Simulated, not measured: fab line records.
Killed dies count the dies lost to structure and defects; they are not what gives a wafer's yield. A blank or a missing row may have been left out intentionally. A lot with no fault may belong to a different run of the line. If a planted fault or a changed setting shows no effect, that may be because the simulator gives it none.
Which tool is to blame? + flow gf180mcu + Sampling: 13 lots, 39 wafers, 5 of 602 route steps

== WHAT THE GAUGES READ, wafer by wafer ==
GF_MVPSD_OVL_MEAS_07.
| lot  | measured     | on         | MVPSD_OVL (nm) |
|------|--------------|------------|----------------|
| L436 | day 4 22:53  | overlay-01 | -0.4 2.9 0.3   |
| L438 | day 5 13:13  | overlay-02 | -1.3 -0.7 -2.2 |
| L439 | day 5 21:53  | overlay-02 | 0.1 -2.8 -1.5  |
| L440 | day 6 04:14  | overlay-02 | 2.8 1.4 1.2    |
| L442 | day 6 13:32  | overlay-02 | 3.1 1.0 2.0    |
| L444 | day 7 00:45  | overlay-02 | 1.6 -0.2 0.3   |
| L446 | day 7 10:38  | overlay-01 | -0.3 -2.2 -0.7 |
| L454 | day 9 14:00  | overlay-01 | 2.8 0.2 1.1    |
| L458 | day 10 10:55 | overlay-01 | 0.2 -0.7 2.8   |
| L459 | day 10 17:15 | overlay-02 | -1.5 0.6 1.0   |

GF_POLY_GATE_THK_MEAS_01.
| lot  | measured     | on            | POLY_GATE_CVD_00_THK (nm) |
|------|--------------|---------------|---------------------------|
| L436 | day 8 08:50  | film metro-02 | 198.3 197.9 197.0         |
| L438 | day 9 02:59  | film metro-04 | 204.9 205.0 202.1         |
| L439 | day 9 14:31  | film metro-03 | 200.5 203.7 201.9         |
| L440 | day 9 20:08  | film metro-03 | 198.3 197.5 199.2         |
| L442 | day 10 08:09 | film metro-03 | 201.1 199.9 201.2         |
| L444 | day 10 18:19 | film metro-02 | 199.5 199.5 198.9         |
| L446 | day 11 06:26 | film metro-02 | 198.1 198.1 197.4         |
| L454 | day 13 17:13 | film metro-03 | 198.4 199.4 201.5         |
| L458 | day 14 21:19 | film metro-04 | 199.1 200.2 201.7         |
| L459 | day 15 01:29 | film metro-04 | 194.7 195.7 195.9         |

GF_HV_LDD_OVL_MEAS_20.
| lot  | measured     | on         | HV_LDD_01_OVL (nm) |
|------|--------------|------------|--------------------|
| L436 | day 10 13:02 | overlay-01 | 0.6 0.3 1.7        |
| L438 | day 11 11:02 | overlay-02 | 1.4 -1.6 0.0       |
| L439 | day 11 22:22 | overlay-01 | 0.6 -1.4 0.4       |
| L440 | day 12 03:29 | overlay-02 | -1.9 -0.7 -1.5     |
| L442 | day 12 17:47 | overlay-02 | -2.1 -1.4 -4.6     |
| L444 | day 13 06:56 | overlay-01 | 1.8 1.1 -0.1       |
| L446 | day 13 19:11 | overlay-02 | 1.7 1.4 -0.1       |
| L454 | day 16 15:10 | overlay-01 | -1.4 -0.1 -0.4     |
| L458 | day 17 17:25 | overlay-02 | 1.0 1.5 2.5        |
| L459 | day 17 21:23 | overlay-01 | 0.6 -1.7 0.4       |

== WHICH TOOL RAN EACH LOT (tool, then ch and the chambers of the sampled wafers, then the start) ==
| lot  | GF_STI_ETCH_14                  | GF_STI_STRIP_15                     |
|------|---------------------------------|-------------------------------------|
| L436 | rie si-02 ch 2,3, day 2 01:20   | plasma asher-03 ch 1, day 2 01:25   |
| L438 | rie si-01 ch 1,2,3, day 2 11:31 | plasma asher-03 ch 0,1, day 2 11:38 |
| L439 | rie si-01 ch 0,2,3, day 2 17:43 | plasma asher-03 ch 0,1, day 2 17:47 |
| L440 | rie si-02 ch 1,2, day 2 22:05   | plasma asher-01 ch 0,1, day 2 22:10 |
| L442 | rie si-02 ch 2,3, day 3 10:23   | plasma asher-02 ch 0,1, day 3 10:28 |
| L444 | rie si-02 ch 0,2,3, day 3 20:46 | plasma asher-03 ch 0,1, day 3 20:50 |
| L446 | rie si-02 ch 1,2, day 4 04:41   | plasma asher-01 ch 0,1, day 4 04:46 |
| L449 | rie si-02 ch 0,2,3, day 4 19:46 | plasma asher-03 ch 0,1, day 4 19:53 |
| L450 | rie si-02 ch 0,1, day 5 01:14   | plasma asher-02 ch 0,1, day 5 01:19 |
| L451 | rie si-02 ch 0,1,2, day 5 08:04 | plasma asher-02 ch 0,1, day 5 08:08 |
| L454 | rie si-01 ch 0,2, day 5 23:49   | plasma asher-03 ch 0,1, day 5 23:53 |
| L458 | rie si-01 ch 1,2,3, day 6 18:31 | plasma asher-01 ch 0,1, day 6 18:35 |
| L459 | rie si-01 ch 0,1, day 7 00:23   | plasma asher-01 ch 0,1, day 7 00:28 |
- GF_STI_ETCH_14: etches Si in HBr/Cl2/O2, target depth 360 nm, time 102.9 s.
- GF_STI_STRIP_15: strips in O2/N2.

== AS READ BY THE TOOLS THEMSELVES (means over the sampled wafers that have a number; for cases with no such wafer, the mark the record gives instead) ==
GF_STI_ETCH_14.
| lot  | tool      | HBr_flow_sccm (sccm) | O2_flow_sccm (sccm) | drypump motor current A (A) | oes product au (a.u.) | throttle valve pct (%) |
|------|-----------|----------------------|---------------------|-----------------------------|-----------------------|------------------------|
| L436 | rie si-02 | 150.1                | 5.978               | 5.8                         | 1.009                 | 25.644                 |
| L438 | rie si-01 | 149.9                | 6.000               | 5.4                         | 0.999                 | 25.660                 |
| L439 | rie si-01 | 150.6                | 6.004               | 6.0                         | 0.996                 | 25.662                 |
| L440 | rie si-02 | 150.0                | 5.999               | 5.8                         | 0.999                 | 25.657                 |
| L442 | rie si-02 | 149.6                | 6.019               | 5.8                         | 0.996                 | 25.661                 |
| L444 | rie si-02 | 150.2                | 6.002               | 5.6                         | 1.004                 | 25.660                 |
| L446 | rie si-02 | 149.6                | 6.023               | 5.6                         | 1.000                 | 25.670                 |
| L449 | rie si-02 | -                    | -                   | -                           | -                     | -                      |
| L450 | rie si-02 | -                    | -                   | -                           | -                     | -                      |
| L451 | rie si-02 | -                    | -                   | -                           | -                     | -                      |
| L454 | rie si-01 | 149.8                | 5.987               | 6.4                         | 0.989                 | 25.665                 |
| L458 | rie si-01 | 149.9                | 6.018               | 5.5                         | 1.000                 | 25.646                 |
| L459 | rie si-01 | 150.1                | 6.007               | 6.0                         | 1.005                 | 25.652                 |

GF_STI_STRIP_15.
| lot  | tool            | drypump motor current A (A) | heater power w (W) | oes product au (a.u.) | strip time to endpoint s (s) |
|------|-----------------|-----------------------------|--------------------|-----------------------|------------------------------|
| L436 | plasma asher-03 | 5.55                        | 368                | 0.386                 | 3.68                         |
| L438 | plasma asher-03 | 5.96                        | 336                | 0.381                 | 3.67                         |
| L439 | plasma asher-03 | 5.71                        | 354                | 0.385                 | 3.74                         |
| L440 | plasma asher-01 | 5.73                        | 336                | 0.384                 | 3.74                         |
| L442 | plasma asher-02 | 6.03                        | 320                | 0.384                 | 3.71                         |
| L444 | plasma asher-03 | 5.92                        | 336                | 0.381                 | 3.69                         |
| L446 | plasma asher-01 | 5.91                        | 322                | 0.383                 | 3.74                         |
| L449 | plasma asher-03 | 5.72                        | 353                | 0.437                 | 4.89                         |
| L450 | plasma asher-02 | 6.20                        | 335                | 0.436                 | 4.95                         |
| L451 | plasma asher-02 | 6.18                        | 341                | 0.439                 | 4.95                         |
| L454 | plasma asher-03 | 5.90                        | 332                | 0.383                 | 3.76                         |
| L458 | plasma asher-01 | 5.90                        | 322                | 0.381                 | 3.73                         |
| L459 | plasma asher-01 | 5.91                        | 326                | 0.379                 | 3.70                         |

== THE ANSWER, worked out from the rows above alone ==
Rule: the usual values come from the lots themselves. Put in order of their means at a reading, lots are off if they are a third of the lots or fewer, leave a main group of 4 or more, and stand apart from it by a gap of 3 or more times the standard deviation of the main group's means; of several such gaps the widest counts. If all means in a main group match to the digits the tables above print for the reading, that group is not used. Also off: a lot with no number at a reading for which 4 or more lots have one. The other lots that the step has rows for count as sound. First the gauges in route order, then the tools' own readings, where a lot's mean is used as printed above. At the first step where some lot is off, the reading lying furthest off is the one used; lots without a number count as furthest.
Off: L449, L450, L451, at GF_STI_ETCH_14 (HBr_flow_sccm). Without a number there: L449, L450, L451. The main group has a mean of 150.0 sccm with a standard deviation of 0.28.
A tool fits if, at that step or a process step before it, it ran every lot that is off, and no sound lot after the first of them. One candidate fits, namely rie si-02 at GF_STI_ETCH_14. A fault onset in the window from L446 (day 4 04:41, its last sound lot) to L449 (day 4 19:46, its first lot off) fits.
Blank at GF_STI_ETCH_14 on the lots that are off, where sound lots have numbers: HBr_flow_sccm, O2_flow_sccm, drypump motor current A, oes product au, throttle valve pct.

== WHAT WAS PUT IN BY THE SIMULATOR ==
Entire step skipped (rie si-02, GF_STI_ETCH_14), from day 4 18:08 onward. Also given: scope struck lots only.
Lots struck among those shown: L449, L450, L451. This agrees with what the rule above found.
